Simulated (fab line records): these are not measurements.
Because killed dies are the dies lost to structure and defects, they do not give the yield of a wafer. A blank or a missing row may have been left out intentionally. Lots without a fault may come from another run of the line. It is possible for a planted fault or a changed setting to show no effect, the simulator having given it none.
fab line records	flow sky130
record: lots: 14	wafers: 42	last_day: 50
route steps=708 shown POLY_GATE@232 LDD_LDN@299 SPACER@306 POLY_CUT@319 PAD_OPEN@708
lots that met no fault: from a run of the same line without faults
start_h: start of the lot's first displayed wafer, in hours after the record's first day	wait_h: hours from the lot's prior step to this one	" same as the row above	L1.1+2: one row covering several wafers at once	- no value, or no start given	* or withheld: withheld	< > ~ a bound
route shown NAME@n: names a module that has steps shown in the file, with the first one's number in the route	usual: the fault-free wafers' mean and standard deviation	same: alike in all rows	chamber/n: place in a boat	sites: each site's reading	_std_site: the values' standard deviation	_edge_site: the outer-site mean with the inner-site mean subtracted	radius_mm: for every site, how far away it sits from the centre of the wafer	mask NAME#n: copy n	behind: the last tool/chamber to shape the wafer	hold: why the lot was held/for how many hours/how that ended	device: the transistor (n, p or np) that didn't switch	end of line: the same wafers' tests at the end of the route	a step with no rows: only its recipe	killed: the dies lost at the first sort to structure and to defects; this is not the yield of the wafer	map: the dies of a wafer, with x for killed, . for not killed, _ for no die there
set.NAME: setting as actually run; set.NAME@STEP: the setting as run at that earlier step	model.NAME: the simulator's own value behind a step, which no gauge read
route steps across a sampled set of lots; one table per step, one row per wafer
services: a tool's chamber out of use, with start hour (start_h, from the record's first day; less than 0 if before it), hours out, and reason
== steps ==
step: SKY_POLY_GATE_STRIP_18
recipe: chemistry: O2/N2	power_w: 1400	pressure_mtorr: 1500	platen_temp_c: withheld	o2_flow_sccm: 3000	n2_flow_sccm: 300	overash_fraction: 0.5
usual: drypump_motor_current_A: 5.7/0.55	n2_flow_sccm: 300.0/0.99	oes_product_au: 0.363/0.0045	strip_time_to_endpoint_s: 3.206/0.029
lot.wafer	tool	chamber	start_h	wait_h	drypump_motor_current_A	n2_flow_sccm	oes_product_au	rf_hours_counter_h	strip_time_to_endpoint_s
L696.1	plasma_asher-04	1	380.86	0.0	5.3	299.8	0.364	26	3.180
L696.4	"	1	"	"	5.3	299.8	0.365	-	3.214
L696.6	"	0	"	"	6.6	301.3	0.364	-	3.198
L703.2	plasma_asher-02	0	444.19	0.0	4.9	299.3	0.353	1	3.211
L703.5	"	0	"	"	4.9	300.0	0.360	-	3.230
L703.6	"	1	"	"	5.5	298.8	0.366	-	3.209
L704.1	plasma_asher-03	0	454.11	0.0	6.0	298.7	0.361	76	3.207
L704.2	"	1	"	"	5.9	299.5	0.366	76	3.254
L704.5	"	0	"	"	6.0	300.5	0.357	-	3.247
L706.3	plasma_asher-04	0	474.33	0.1	6.6	300.8	0.369	-	3.246
L706.4	"	1	"	"	5.3	301.2	0.359	-	3.187
L706.5	"	0	"	"	6.6	300.0	0.362	-	3.249
L708.2	plasma_asher-04	0	485.44	0.0	6.6	299.9	0.360	37	3.195
L708.3	"	0	"	"	6.6	299.8	0.359	-	3.163
L708.6	"	0	"	"	6.6	301.9	0.366	-	3.188
L709.3	plasma_asher-02	1	497.80	0.1	5.5	298.0	0.367	-	3.211
L709.5	"	1	"	"	5.5	299.0	0.364	-	3.221
L709.6	"	0	"	"	4.9	299.5	0.368	-	3.230
L711.2	plasma_asher-02	1	518.21	0.0	5.6	299.9	0.367	8	3.216
L711.3	"	0	"	"	4.9	299.1	0.357	-	3.195
L711.6	"	0	"	"	4.9	300.2	0.370	-	3.230
L712.1	plasma_asher-03	1	530.59	0.0	5.9	300.7	0.356	83	3.213
L712.2	"	0	"	"	6.1	299.3	0.369	83	3.213
L712.6	"	0	"	"	6.0	300.3	0.364	-	3.224
L713.2	plasma_asher-03	0	532.84	0.0	6.0	299.7	0.364	83	3.203
L713.4	"	0	"	"	6.0	300.0	0.362	-	3.193
L713.5	"	1	"	"	5.9	300.2	0.366	-	3.167
L714.1	plasma_asher-04	0	534.19	0.0	6.6	299.6	0.355	42	3.183
L714.3	"	1	"	"	5.3	299.5	0.362	-	3.231
L714.4	"	0	"	"	6.6	298.7	0.363	-	3.217
L715.3	plasma_asher-03	0	541.03	0.1	6.1	299.6	0.365	-	3.253
L715.5	"	0	"	"	6.0	298.8	0.365	-	3.213
L715.6	"	1	"	"	5.9	300.5	0.360	-	3.192
L716.1	plasma_asher-04	0	553.59	0.0	6.6	301.0	0.367	42	3.194
L716.4	"	1	"	"	5.3	300.1	0.363	-	3.163
L716.6	"	1	"	"	5.3	301.1	0.357	-	3.157
L717.1	plasma_asher-03	0	557.24	0.0	6.1	299.1	0.357	86	3.186
L717.3	"	0	"	"	6.0	302.2	0.362	-	3.174
L717.6	"	0	"	"	6.0	300.1	0.370	-	3.246
L718.2	plasma_asher-02	1	569.76	0.0	5.6	298.9	0.369	14	3.222
L718.3	"	1	"	"	5.6	299.0	0.364	-	3.187
L718.4	"	0	"	"	4.9	298.4	0.361	-	3.202
step: SKY_LDD_LDN_IMPLANT_10
recipe: species: As	energy_kev: 15	dose_cm2: 1.25e+13	tilt_deg: withheld	rotation_deg: 203
usual: dose_ions_cm2: 1.2501e+13/1.4e+10	faraday_current_uA: 70.4/1.5
same: implant_ion_amu: 75
lot.wafer	tool	chamber	start_h	wait_h	dose_ions_cm2	faraday_current_uA
L696.1	implanter-04	0	535.58	0.1	1.2482e+13	68.9
L696.4	"	0	"	"	1.2489e+13	73.5
L696.6	"	0	"	"	1.2501e+13	70.6
L703.2	implanter-01	0	597.98	0.1	1.2485e+13	70.8
L703.5	"	0	"	"	1.2482e+13	69.3
L703.6	"	0	"	"	1.2507e+13	71.8
L704.1	implanter-04	0	608.05	0.1	8.54e+12	48.6
L704.2	"	0	"	"	8.53e+12	46.4
L704.5	"	0	"	"	8.555e+12	49.7
L706.3	implanter-04	0	626.40	0.1	8.532e+12	47.1
L706.4	"	0	"	"	8.536e+12	48.1
L706.5	"	0	"	"	8.527e+12	48.3
L708.2	implanter-03	0	639.71	0.1	1.2511e+13	68.6
L708.3	"	0	"	"	1.2507e+13	68.3
L708.6	"	0	"	"	1.253e+13	69.1
L709.3	implanter-01	0	649.14	0.1	1.2502e+13	70.4
L709.5	"	0	"	"	1.2503e+13	71.5
L709.6	"	0	"	"	1.2493e+13	71.3
L711.2	implanter-03	0	668.26	0.1	1.2488e+13	70.6
L711.3	"	0	"	"	1.2486e+13	70.1
L711.6	"	0	"	"	1.2502e+13	70.6
L712.1	implanter-04	0	684.23	0.1	1.2466e+13	72.3
L712.2	"	0	"	"	1.25e+13	72.2
L712.6	"	0	"	"	1.2484e+13	72.1
L713.2	implanter-01	0	684.65	0.1	1.251e+13	71.3
L713.4	"	0	"	"	1.2504e+13	69.7
L713.5	"	0	"	"	1.2495e+13	71.2
L714.1	implanter-04	0	684.83	0.1	1.2499e+13	70.5
L714.3	"	0	"	"	1.2529e+13	67.1
L714.4	"	0	"	"	1.2517e+13	70.3
L715.3	implanter-01	0	690.93	0.1	1.2513e+13	71.0
L715.5	"	0	"	"	1.2515e+13	69.8
L715.6	"	0	"	"	1.2513e+13	68.2
L716.1	implanter-03	0	703.23	0.1	1.2509e+13	71.2
L716.4	"	0	"	"	1.25e+13	72.1
L716.6	"	0	"	"	1.2501e+13	70.1
L717.1	implanter-03	0	707.00	0.1	1.2518e+13	68.3
L717.3	"	0	"	"	1.2486e+13	71.7
L717.6	"	0	"	"	1.2506e+13	71.5
L718.2	implanter-04	0	718.91	0.1	1.25e+13	67.9
L718.3	"	0	"	"	1.249e+13	69.4
L718.4	"	0	"	"	1.2535e+13	69.8
step: SKY_SPACER_ETCHBACK_02
recipe: chemistry: CH3F/O2	target: Si3N4	stop_on: SiO2	source_w: 400	bias_w: 80	pressure_mtorr: 25	ch3f_flow_sccm: 40	O2_flow_sccm: 30	time_s: 46.7	target_depth_a: 450
usual: drypump_motor_current_A: 5.8/0.5	oes_product_au: 0.856/0.0069	throttle_valve_pct: 10.561/0.0093
lot.wafer	tool	chamber	start_h	wait_h	drypump_motor_current_A	oes_product_au	rf_hours_counter_h	throttle_valve_pct
L696.1	rie_diel-04	1	537.41	0.1	5.1	0.858	81	10.563
L696.4	"	0	"	"	6.0	0.854	25	10.559
L696.6	"	3	"	"	5.3	0.851	-	10.590
L703.2	rie_diel-03	2	601.01	0.0	5.7	0.860	54	10.541
L703.5	"	2	"	"	5.7	0.853	-	10.564
L703.6	"	0	"	"	5.7	0.865	-	10.551
L704.1	rie_diel-03	2	611.05	0.1	5.7	0.848	54	10.570
L704.2	"	0	"	"	5.7	0.850	7	10.566
L704.5	"	2	"	"	5.7	0.837	-	10.568
L706.3	rie_diel-03	2	629.16	0.0	5.7	0.844	54	10.567
L706.4	"	1	"	"	6.2	0.861	9	10.565
L706.5	"	0	"	"	5.7	0.861	-	10.548
L708.2	rie_diel-01	2	641.47	0.0	6.7	0.859	14	10.568
L708.3	"	3	"	"	6.5	0.859	37	10.557
L708.6	"	3	"	"	6.5	0.859	-	10.564
L709.3	rie_diel-03	3	650.86	0.0	5.3	0.851	1	10.560
L709.5	"	3	"	"	5.3	0.843	-	10.565
L709.6	"	1	"	"	6.1	0.850	-	10.570
L711.2	rie_diel-01	0	670.60	0.0	6.1	0.844	6	10.573
L711.3	"	1	"	"	5.1	0.854	53	10.558
L711.6	"	2	"	"	6.7	0.855	-	10.553
L712.1	rie_diel-01	1	686.53	0.1	5.1	0.858	54	10.567
L712.2	"	3	"	"	6.5	0.857	38	10.565
L712.6	"	1	"	"	5.1	0.858	-	10.568
L713.2	rie_diel-03	0	686.53	0.0	5.7	0.865	9	10.566
L713.4	"	0	"	"	5.7	0.865	-	10.571
L713.5	"	1	"	"	6.1	0.856	-	10.569
L714.1	rie_diel-03	1	687.74	0.1	6.2	0.849	10	10.570
L714.3	"	3	"	"	5.2	0.848	1	10.561
L714.4	"	1	"	"	6.2	0.850	-	10.561
L715.3	rie_diel-03	3	692.66	0.0	5.2	0.863	1	10.552
L715.5	"	1	"	"	6.1	0.853	-	10.559
L715.6	"	3	"	"	5.2	0.858	-	10.562
L716.1	rie_diel-03	1	705.01	0.1	6.1	0.863	11	10.552
L716.4	"	3	"	"	5.2	0.856	2	10.553
L716.6	"	2	"	"	5.7	0.858	-	10.550
L717.1	rie_diel-04	3	708.78	0.1	5.2	0.852	16	10.569
L717.3	"	2	"	"	5.8	0.843	6	10.546
L717.6	"	0	"	"	6.0	0.851	-	10.553
L718.2	rie_diel-01	0	721.58	0.0	6.1	0.848	7	10.527
L718.3	"	2	"	"	6.7	0.857	16	10.558
L718.4	"	3	"	"	6.5	0.851	-	10.555
step: SKY_POLY_CUT_STRIP_12
recipe: chemistry: O2/N2	power_w: 1400	pressure_mtorr: 1500	platen_temp_c: withheld	o2_flow_sccm: 3000	n2_flow_sccm: 300	overash_fraction: 0.5
usual: drypump_motor_current_A: 5.6/0.65	n2_flow_sccm: 300.0/0.89	oes_product_au: 0.452/0.004	strip_time_to_endpoint_s: 5.359/0.015
lot.wafer	tool	chamber	start_h	wait_h	drypump_motor_current_A	n2_flow_sccm	oes_product_au	rf_hours_counter_h	strip_time_to_endpoint_s
L696.1	plasma_asher-02	1	567.84	0.0	5.5	301.7	0.450	14	5.376
L696.4	"	1	"	"	5.5	300.4	0.460	-	5.334
L696.6	"	0	"	"	4.9	300.0	0.454	-	5.343
L703.2	plasma_asher-04	0	630.04	0.0	6.6	299.8	0.457	46	5.370
L703.5	"	1	"	"	5.3	300.6	0.449	-	5.360
L703.6	"	0	"	"	6.6	299.0	0.454	-	5.359
L704.1	plasma_asher-04	0	640.24	0.0	6.6	299.9	0.461	47	5.368
L704.2	"	1	"	"	5.3	300.8	0.458	47	5.360
L704.5	"	1	"	"	5.3	301.4	0.458	-	5.362
L706.3	plasma_asher-02	0	658.02	0.1	4.9	299.0	0.451	-	5.370
L706.4	"	1	"	"	5.5	300.7	0.453	-	5.384
L706.5	"	1	"	"	5.5	301.7	0.454	-	5.359
L708.2	plasma_asher-04	1	670.51	0.0	5.3	300.3	0.458	50	5.342
L708.3	"	0	"	"	6.6	301.2	0.445	-	5.343
L708.6	"	0	"	"	6.6	299.5	0.450	-	5.352
L709.3	plasma_asher-04	1	679.87	0.1	5.3	299.5	0.457	-	5.352
L709.5	"	1	"	"	5.3	300.4	0.448	-	5.372
L709.6	"	0	"	"	6.6	299.0	0.447	-	5.346
L711.2	plasma_asher-01	1	699.14	0.0	6.1	300.2	0.448	91	5.374
L711.3	"	0	"	"	4.9	298.7	0.455	-	5.385
L711.6	"	0	"	"	4.9	297.7	0.455	-	5.370
L712.1	plasma_asher-04	0	714.91	0.0	6.6	301.0	0.452	54	5.349
L712.2	"	1	"	"	5.3	300.9	0.443	54	5.326
L712.6	"	1	"	"	5.3	300.1	0.450	-	5.347
L713.2	plasma_asher-01	0	715.18	0.0	4.9	300.8	0.454	92	5.374
L713.4	"	1	"	"	6.1	300.0	0.449	-	5.350
L713.5	"	0	"	"	4.9	301.5	0.450	-	5.346
L714.1	plasma_asher-04	0	716.21	0.0	6.6	299.7	0.452	54	5.344
L714.3	"	1	"	"	5.3	300.4	0.450	-	5.387
L714.4	"	0	"	"	6.6	299.4	0.450	-	5.375
L715.3	plasma_asher-01	1	721.67	0.1	6.1	299.6	0.444	-	5.375
L715.5	"	0	"	"	4.9	300.5	0.453	-	5.331
L715.6	"	1	"	"	6.1	299.5	0.453	-	5.365
L716.1	plasma_asher-04	0	733.36	0.0	6.6	300.4	0.452	56	5.364
L716.4	"	1	"	"	5.3	299.7	0.452	-	5.357
L716.6	"	1	"	"	5.3	299.9	0.453	-	5.375
L717.1	plasma_asher-02	0	736.94	0.0	5.0	299.3	0.455	30	5.333
L717.3	"	0	"	"	4.9	299.3	0.454	-	5.375
L717.6	"	1	"	"	5.5	299.2	0.454	-	5.337
L718.2	plasma_asher-02	1	749.53	0.0	5.5	301.3	0.448	32	5.357
L718.3	"	0	"	"	4.9	300.7	0.451	-	5.359
L718.4	"	1	"	"	5.6	301.1	0.461	-	5.363
step: SKY_PAD_OPEN_PROBE_99
usual: killed_at_M0_to_M3: 44/6.2	killed_at_M4_up: 3.3/1.7	killed_at_contacts: 24/4.9	killed_at_front_end: 16/5	killed_at_other: 0.3/0.48	killed_dies: 88/9	killed_open: 48/7	killed_short: 39/6.1
same: gross_dies: 492	killed_at_back_side: 0
lot.wafer	tool	chamber	start_h	wait_h	killed_at_M0_to_M3	killed_at_M4_up	killed_at_contacts	killed_at_front_end	killed_at_other	killed_dies	killed_open	killed_short
L703.2	prober-01	-	1130.02	0.1	51	3	20	19	0	93	49	43
L703.5	prober-01	-	1130.17	0.2	43	5	23	15	0	86	45	41
L703.6	prober-01	-	1130.22	0.2	52	2	16	11	0	81	43	37
L704.1	prober-02	-	1133.26	0.1	45	2	21	15	1	84	52	32
L704.2	prober-02	-	1133.31	0.1	43	6	22	19	0	90	43	45
L704.5	prober-02	-	1133.46	0.2	39	2	21	18	1	81	47	32
L706.3	prober-02	-	1142.99	0.2	46	4	18	13	0	81	48	33
L706.4	prober-02	-	1143.04	0.2	38	4	26	26	1	95	61	34
L706.5	prober-02	-	1143.09	0.2	51	1	25	20	1	98	53	44
L708.2	prober-02	-	1150.49	0.1	43	0	25	9	0	77	37	40
L708.3	prober-02	-	1150.54	0.2	32	3	26	13	0	74	39	35
L708.6	prober-02	-	1150.69	0.2	47	3	29	16	0	95	56	39
L709.3	prober-01	-	1160.42	0.2	41	0	24	12	0	77	42	34
L709.5	prober-01	-	1160.52	0.2	42	2	18	27	0	89	50	37
L709.6	prober-01	-	1160.57	0.2	34	6	18	27	2	87	39	41
L711.2	prober-01	-	1171.58	0.1	40	4	18	16	1	79	44	35
L711.3	prober-01	-	1171.63	0.2	35	2	22	20	0	79	44	34
L711.6	prober-01	-	1171.78	0.2	50	3	24	21	0	98	52	45
L712.1	prober-02	-	1186.37	0.1	44	4	15	19	1	83	42	41
L712.2	prober-02	-	1186.42	0.1	42	4	27	13	0	86	48	36
L713.4	prober-01	-	1187.42	0.2	48	4	22	16	0	90	45	45
L714.1	prober-02	-	1188.32	0.1	56	4	35	18	0	113	55	56
L715.3	prober-01	-	1189.13	0.2	51	1	33	16	1	102	56	46
L715.5	prober-01	-	1189.23	0.2	49	6	19	10	0	84	46	38
L715.6	prober-01	-	1189.28	0.2	47	4	23	20	0	94	55	37
L716.1	prober-02	-	1189.82	0.1	45	5	25	12	1	88	50	37
L716.4	prober-02	-	1189.97	0.2	48	2	26	15	0	91	48	43
L716.6	prober-02	-	1190.07	0.2	49	5	24	15	0	93	46	47
L717.1	prober-01	-	1197.19	0.1	51	1	29	14	0	95	48	46
L717.3	prober-01	-	1197.29	0.2	39	6	33	9	0	87	46	41
L717.6	prober-01	-	1197.44	0.2	40	4	30	18	0	92	47	45
L718.2	prober-02	-	1204.01	0.1	43	3	26	15	0	87	58	29
killed by level:class
L703.2 VIA1:geometric_particle:open=9 CONTACT:geometric_particle:open=8 POLY_GATE:geometric_particle:open=7 METAL1:geometric_particle:short=6 LI_CONTACT:geometric_particle:open=6 VIA1:geometric_particle:short=6 VIA3:geometric_particle:open=6 VIA3:geometric_particle:short=6
L703.5 CONTACT:geometric_particle:open=10 VIA1:geometric_particle:open=9 VIA2:geometric_particle:open=6 METAL1:geometric_particle:short=6 POLY_GATE:geometric_particle:short=5 LI_CONTACT:geometric_particle:open=5 FIELD_ISO:geometric_particle:open=4 POLY_GATE:geometric_particle:open=4
L703.6 VIA1:geometric_particle:short=10 VIA1:geometric_particle:open=10 VIA3:geometric_particle:open=7 VIA2:geometric_particle:open=6 LI_CONTACT:geometric_particle:open=5 METAL2:geometric_particle:short=5 FIELD_ISO:geometric_particle:open=4 VIA2:geometric_particle:short=4
L704.1 VIA1:geometric_particle:open=11 CONTACT:geometric_particle:open=11 VIA2:geometric_particle:open=9 VIA3:geometric_particle:open=7 LI_CONTACT:geometric_particle:open=6 VIA2:geometric_particle:short=5 FIELD_ISO:geometric_particle:short=4 POLY_GATE:geometric_particle:short=3
L704.2 CONTACT:geometric_particle:open=9 VIA2:geometric_particle:open=9 VIA1:geometric_particle:open=7 CONTACT:geometric_particle:short=5 METAL2:geometric_particle:short=5 METAL4:geometric_particle:short=5 FIELD_ISO:geometric_particle:short=4 POLY_GATE:geometric_particle:short=4
L704.5 VIA1:geometric_particle:open=15 FIELD_ISO:geometric_particle:open=6 LI_CONTACT:geometric_particle:open=6 CONTACT:geometric_particle:open=6 METAL1:geometric_particle:short=5 VIA2:geometric_particle:open=5 FIELD_ISO:geometric_particle:short=4 LOCAL_INTERCONNECT:geometric_particle:short=4
L706.3 VIA1:geometric_particle:open=15 METAL1:geometric_particle:short=7 CONTACT:geometric_particle:open=6 POLY_GATE:geometric_particle:short=5 VIA2:geometric_particle:open=5 VIA3:geometric_particle:open=5 FIELD_ISO:geometric_particle:open=4 LI_CONTACT:geometric_particle:open=4
L706.4 VIA1:geometric_particle:open=9 VIA2:geometric_particle:open=9 FIELD_ISO:geometric_particle:open=8 CONTACT:geometric_particle:open=8 POLY_GATE:geometric_particle:open=7 VIA3:geometric_particle:open=7 LI_CONTACT:geometric_particle:open=6 FIELD_ISO:geometric_particle:short=5
L706.5 VIA1:geometric_particle:open=10 VIA3:geometric_particle:open=9 CONTACT:geometric_particle:open=8 VIA2:geometric_particle:open=6 METAL2:geometric_particle:short=6 FIELD_ISO:geometric_particle:open=5 FIELD_ISO:geometric_particle:short=5 LI_CONTACT:geometric_particle:short=4
L708.2 CONTACT:geometric_particle:open=11 VIA1:geometric_particle:open=10 METAL1:geometric_particle:short=8 LOCAL_INTERCONNECT:geometric_particle:short=6 VIA1:geometric_particle:short=6 VIA2:geometric_particle:open=5 CONTACT:geometric_particle:short=4 VIA3:geometric_particle:open=4
L708.3 CONTACT:geometric_particle:open=16 METAL2:geometric_particle:short=6 VIA3:geometric_particle:open=6 METAL1:geometric_particle:short=5 CONTACT:geometric_particle:short=4 VIA1:geometric_particle:open=4 FIELD_ISO:geometric_particle:open=3 FIELD_ISO:geometric_particle:short=3
L708.6 VIA1:geometric_particle:open=15 CONTACT:geometric_particle:open=9 LI_CONTACT:geometric_particle:open=8 CONTACT:geometric_particle:short=6 METAL1:geometric_particle:short=6 FIELD_ISO:geometric_particle:open=5 VIA1:geometric_particle:short=5 VIA3:geometric_particle:open=5
L709.3 VIA3:geometric_particle:open=9 LI_CONTACT:geometric_particle:open=8 METAL1:geometric_particle:short=7 VIA1:geometric_particle:open=6 VIA2:geometric_particle:open=6 CONTACT:geometric_particle:open=5 POLY_GATE:geometric_particle:short=4 LOCAL_INTERCONNECT:geometric_particle:short=4
L709.5 POLY_GATE:geometric_particle:open=7 VIA2:geometric_particle:open=7 VIA3:geometric_particle:open=7 CONTACT:geometric_particle:open=6 LI_CONTACT:geometric_particle:open=6 FIELD_ISO:geometric_particle:short=5 METAL1:geometric_particle:short=4 VIA1:geometric_particle:open=4
L709.6 VIA1:geometric_particle:open=9 FIELD_ISO:geometric_particle:short=8 CONTACT:geometric_particle:open=8 METAL1:geometric_particle:short=6 VIA3:geometric_particle:open=5 CONTACT:geometric_particle:short=4 METAL2:geometric_particle:short=4 POLY_GATE:area_etch=4
L711.2 VIA1:geometric_particle:open=12 CONTACT:geometric_particle:open=9 METAL2:geometric_particle:short=6 FIELD_ISO:geometric_particle:short=4 POLY_GATE:geometric_particle:short=4 LI_CONTACT:geometric_particle:open=4 METAL1:geometric_particle:short=4 VIA3:geometric_particle:open=4
L711.3 CONTACT:geometric_particle:open=12 LI_CONTACT:geometric_particle:open=7 POLY_GATE:geometric_particle:short=7 VIA1:geometric_particle:open=7 VIA3:geometric_particle:short=6 METAL2:geometric_particle:short=5 VIA3:geometric_particle:open=5 FIELD_ISO:geometric_particle:open=4
L711.6 METAL1:geometric_particle:short=12 CONTACT:geometric_particle:open=12 VIA1:geometric_particle:open=9 VIA2:geometric_particle:open=8 FIELD_ISO:geometric_particle:short=7 METAL2:geometric_particle:short=7 LI_CONTACT:geometric_particle:open=6 VIA3:geometric_particle:open=5
L712.1 VIA1:geometric_particle:open=14 FIELD_ISO:geometric_particle:short=8 CONTACT:geometric_particle:open=7 METAL1:geometric_particle:short=6 VIA1:geometric_particle:short=6 VIA3:geometric_particle:open=4 METAL2:geometric_particle:short=4 VIA2:geometric_particle:open=4
L712.2 VIA1:geometric_particle:open=10 CONTACT:geometric_particle:open=10 VIA3:geometric_particle:open=10 METAL1:geometric_particle:short=6 LI_CONTACT:geometric_particle:open=4 LOCAL_INTERCONNECT:geometric_particle:short=4 CONTACT:geometric_particle:short=4 METAL4:geometric_particle:short=4
L713.4 VIA2:geometric_particle:open=12 METAL1:geometric_particle:short=9 VIA1:geometric_particle:open=7 CONTACT:geometric_particle:open=6 LI_CONTACT:geometric_particle:open=5 CONTACT:geometric_particle:short=5 FIELD_ISO:geometric_particle:short=4 POLY_GATE:geometric_particle:short=4
L714.1 CONTACT:geometric_particle:open=13 VIA1:geometric_particle:short=11 METAL1:geometric_particle:short=10 LI_CONTACT:geometric_particle:open=9 VIA1:geometric_particle:open=8 FIELD_ISO:geometric_particle:open=7 CONTACT:geometric_particle:short=7 METAL2:geometric_particle:short=6
L715.3 VIA1:geometric_particle:open=13 FIELD_ISO:geometric_particle:open=11 CONTACT:geometric_particle:open=10 LI_CONTACT:geometric_particle:open=9 METAL1:geometric_particle:short=7 VIA1:geometric_particle:short=6 VIA3:geometric_particle:open=6 VIA3:geometric_particle:short=5
L715.5 VIA1:geometric_particle:open=14 CONTACT:geometric_particle:open=9 METAL1:geometric_particle:short=6 VIA3:geometric_particle:open=6 VIA1:geometric_particle:short=5 VIA2:geometric_particle:open=5 VIA3:geometric_particle:short=4 METAL4:geometric_particle:short=4
L715.6 VIA1:geometric_particle:open=15 CONTACT:geometric_particle:open=10 FIELD_ISO:geometric_particle:open=9 VIA2:geometric_particle:open=7 CONTACT:geometric_particle:short=6 VIA1:geometric_particle:short=6 METAL3:geometric_particle:short=4 VIA3:geometric_particle:open=4
L716.1 CONTACT:geometric_particle:open=11 VIA1:geometric_particle:open=8 LI_CONTACT:geometric_particle:open=6 VIA2:geometric_particle:open=6 VIA3:geometric_particle:open=6 METAL1:geometric_particle:short=5 VIA1:geometric_particle:short=5 METAL2:geometric_particle:short=5
L716.4 VIA1:geometric_particle:open=13 CONTACT:geometric_particle:open=12 METAL2:geometric_particle:short=9 METAL3:geometric_particle:short=6 LI_CONTACT:geometric_particle:short=5 POLY_GATE:geometric_particle:open=5 VIA1:geometric_particle:short=5 VIA2:geometric_particle:open=5
L716.6 VIA1:geometric_particle:open=10 VIA1:geometric_particle:short=9 LI_CONTACT:geometric_particle:open=7 VIA2:geometric_particle:open=7 CONTACT:geometric_particle:short=7 METAL2:geometric_particle:short=7 VIA3:geometric_particle:open=7 FIELD_ISO:geometric_particle:open=6
L717.1 VIA1:geometric_particle:open=21 CONTACT:geometric_particle:open=10 METAL1:geometric_particle:short=10 LI_CONTACT:geometric_particle:open=7 LOCAL_INTERCONNECT:geometric_particle:short=6 FIELD_ISO:geometric_particle:short=5 CONTACT:geometric_particle:short=5 METAL2:geometric_particle:short=5
L717.3 CONTACT:geometric_particle:open=12 VIA1:geometric_particle:open=10 CONTACT:geometric_particle:short=7 LI_CONTACT:geometric_particle:open=6 LI_CONTACT:geometric_particle:short=5 VIA3:geometric_particle:open=5 METAL2:geometric_particle:short=4 VIA2:geometric_particle:short=4
L717.6 LI_CONTACT:geometric_particle:open=10 CONTACT:geometric_particle:open=8 VIA3:geometric_particle:open=7 FIELD_ISO:geometric_particle:short=6 VIA1:geometric_particle:open=6 VIA1:geometric_particle:short=5 LOCAL_INTERCONNECT:geometric_particle:short=5 VIA3:geometric_particle:short=5
L718.2 CONTACT:geometric_particle:open=13 VIA1:geometric_particle:open=12 VIA2:geometric_particle:open=9 LI_CONTACT:geometric_particle:open=6 POLY_GATE:geometric_particle:open=5 FIELD_ISO:geometric_particle:short=4 VIA3:geometric_particle:open=4 METAL2:geometric_particle:short=4
== services ==
tool	chamber	start_h	hours	kind
implanter-01	-	373.59	5.7	repair
implanter-04	-	375.25	1.7	repair
implanter-04	-	385.75	4.6	pm
plasma_asher-03	-	386.30	14.6	pm
rie_diel-03	1	416.14	5.0	repair
plasma_asher-02	-	416.88	3.7	repair
plasma_asher-02	-	421.25	9.0	pm
plasma_asher-03	-	471.61	2.8	pm
plasma_asher-03	-	477.05	4.3	pm
plasma_asher-02	-	478.98	2.8	pm
implanter-04	-	486.03	4.5	repair
plasma_asher-04	-	534.69	14.6	pm
plasma_asher-02	-	544.48	4.2	repair
plasma_asher-04	-	557.11	28.1	pm
rie_diel-03	-	564.73	2.8	pm
plasma_asher-04	-	594.61	10.1	repair
rie_diel-03	1	598.48	4.4	repair
rie_diel-03	2	647.79	3.4	repair
plasma_asher-04	-	655.99	3.2	repair
implanter-04	-	667.07	15.7	repair
plasma_asher-02	-	681.87	14.6	pm
plasma_asher-04	-	695.97	2.8	pm
rie_diel-03	3	726.45	16.5	repair
plasma_asher-03	-	733.75	9.0	pm
== key ==
first_sign: step: SKY_LDD_LDN_IMPLANT_10	reading: dose_ions_cm2	direction: down	sigmas: 99+	usual: *	struck: *
effect: step: SKY_LDD_LDN_IMPLANT_10	reading: faraday_current_uA	direction: down	sigmas: 15	usual: 70.4	struck: 48.0
met_at SKY_LDD_LDN_IMPLANT_10
struck_lots L704,L706
tester_left_out L704,L706
not_acting_at SKY_POLY_GATE_STRIP_18,SKY_SPACER_ETCHBACK_02,SKY_POLY_CUT_STRIP_12
onset_between 535.58 608.05
fault: kind: process_parameter_drift	tool: implanter-04	chamber: -	onset_h: 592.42	steps: SKY_LDD_LDN_IMPLANT_10	channel: dose_cm2	offset: *	shape: step	end_h: 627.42	acts_in: *	stated: *
tester_left_out: of these lots the tester's yield and bins aren't shown, on N5 and GAA mostly nor the transistor test; their killed dies are dies lost to structure and defects alone, not to doping, threshold or leakage, so they don't give the yield
